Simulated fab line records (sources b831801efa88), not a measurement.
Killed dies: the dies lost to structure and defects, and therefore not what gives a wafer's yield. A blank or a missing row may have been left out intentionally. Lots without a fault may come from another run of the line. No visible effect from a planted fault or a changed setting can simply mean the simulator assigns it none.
A struck lot beside a sound one :: flow sky130 :: 16 out of 708 route steps
Sound: the wafers L417.1, L417.2, L417.5. Struck: wafer L426.2 (left out: L426.4, L426.6 of the same lot, which were not struck); the cause appears at the end.
Each step with rows lists, per side, the tool, then ch with its chambers, then its first start. Under that, the readings that differ: sound wafers :: struck wafers :: difference of the means :: sigmas: that difference in standard deviations of wafers without a fault.
alike: readings with means less than 2 such deviations apart, plus words and numbers identical on both sides. not compared: withheld readings, readings lacking a value on some wafer, bounds such as >300 that could conceal the same value, and numbers that have no deviation in the record and whose values overlap.
Wherever a step has rows on one side only, a row that says differs or no value, or a row with sigmas, the two part there. Numbers that have no deviation but don't overlap get no sigmas and don't part them. A reading that every wafer of one side lacks parts them only if that side has two wafers or more.

SKY_LOCAL_INTERCONNECT_RS_MEAS_01: measures by four-point-probe.
  sound on film_metro-03, day 30 21:10; struck on film_metro-03, day 34 05:47
  alike: LOCAL_INTERCONNECT_TIN_RS
SKY_LOCAL_INTERCONNECT_THK_MEAS_02: measures by xrf.
  sound on film_metro-03, day 30 21:17; struck on film_metro-03, day 34 05:53
  alike: LOCAL_INTERCONNECT_TIN_THK
then, 8 steps without rows for these wafers: SKY_LOCAL_INTERCONNECT_DEHYDRATE_03 (time 60 s); SKY_LOCAL_INTERCONNECT_HMDS_04 (prime time 60 s); SKY_LOCAL_INTERCONNECT_COAT_05 (resist thk 60 nm); SKY_LOCAL_INTERCONNECT_COAT_06 (resist thk 450 nm); SKY_LOCAL_INTERCONNECT_SOFTBAKE_07 (time 90 s); SKY_LOCAL_INTERCONNECT_EXPOSE_08 (exposes mask LI1M, target cd 170 nm); SKY_LOCAL_INTERCONNECT_PEB_09; SKY_LOCAL_INTERCONNECT_DEVELOP_10 (develop time 60 s).
SKY_LOCAL_INTERCONNECT_CD_MEAS_11: the cd target is 170 nm.
  sound on cd_sem-01, day 32 00:10; struck on cd_sem-01, day 35 08:08
reading: cd_nm (nm)
sound: 167.5 168.8 166.0
struck: 171.4
difference: +4.0
sigmas: +3
SKY_LOCAL_INTERCONNECT_OVL_MEAS_12:
  sound on overlay-01, day 32 00:17; struck on overlay-01, day 35 08:14
  alike: LOCAL_INTERCONNECT_OVL
SKY_LOCAL_INTERCONNECT_ETCH_13: etches BARC in N2/H2, stops on SiO2, time 45.9 s, target depth 60 nm.
  sound on rie_metal-01 ch 0,1, day 32 00:19; struck on rie_metal-03 ch 1, day 35 08:16
reading: oes_product_au (a.u.)
sound: 0.849 0.855 0.844
struck: 0.739
difference: -0.110
sigmas: -23

reading: run_length_s (s)
sound: 73.7 74.5 74.5
struck: 90.1
difference: +15.9
sigmas: +34

reading: model.KrF-thick_of_LOCAL_INTERCONNECT_COAT_06.thk_nm (nm)
sound: 392.6 392.2 392.4
struck: 381.1
difference: -11.3
sigmas: 

reading: model.SiO2_of_SONOS_ONO_CVD_04.thk_nm (nm)
sound: 4.107 4.15 4.089
struck: 3.582
difference: -0.533
sigmas: 
  alike: drypump_motor_current_A, h2_flow_sccm, throttle_valve_pct
  not compared: rf_hours_counter_h, model.LOCAL_INTERCONNECT.cd_nm
SKY_LOCAL_INTERCONNECT_METAL_ETCH_14: etches TiN in Cl2/BCl3, stops on PSG, target depth 110 nm, time 31.4 s.
  sound on rie_metal-01 ch 0,1, day 32 00:23; struck on rie_metal-03 ch 1, day 35 08:20
reading: run_length_s (s)
sound: 59.6 60.0 60.0
struck: 60.8
difference: +0.9
sigmas: +2

reading: model.KrF-thick_of_LOCAL_INTERCONNECT_COAT_06.thk_nm (nm)
sound: 349.2 349.3 349.6
struck: 337.4
difference: -12.0
sigmas: 
  alike: drypump_motor_current_A, oes_product_au, throttle_valve_pct
  not compared: rf_hours_counter_h, model.LOCAL_INTERCONNECT.cd_nm
SKY_LOCAL_INTERCONNECT_STRIP_15: strips in O2/N2.
  sound on plasma_asher-03 ch 0,1, day 32 00:26; struck on plasma_asher-02 ch 0, day 35 08:23
reading: strip_time_to_endpoint_s (s)
sound: 4.720 4.720 4.744
struck: 4.605
difference: -0.123
sigmas: -6
  alike: drypump_motor_current_A, oes_product_au
  not compared: rf_hours_counter_h
then, 1 step without rows for these wafers: SKY_LOCAL_INTERCONNECT_STRIP_16 (strips in post etch residue remover, time 1200 s).

WHERE THEY PART
At SKY_LOCAL_INTERCONNECT_CD_MEAS_11 first; at SKY_LOCAL_INTERCONNECT_STRIP_15 last (within this record only).

WHY: what the simulator had put in
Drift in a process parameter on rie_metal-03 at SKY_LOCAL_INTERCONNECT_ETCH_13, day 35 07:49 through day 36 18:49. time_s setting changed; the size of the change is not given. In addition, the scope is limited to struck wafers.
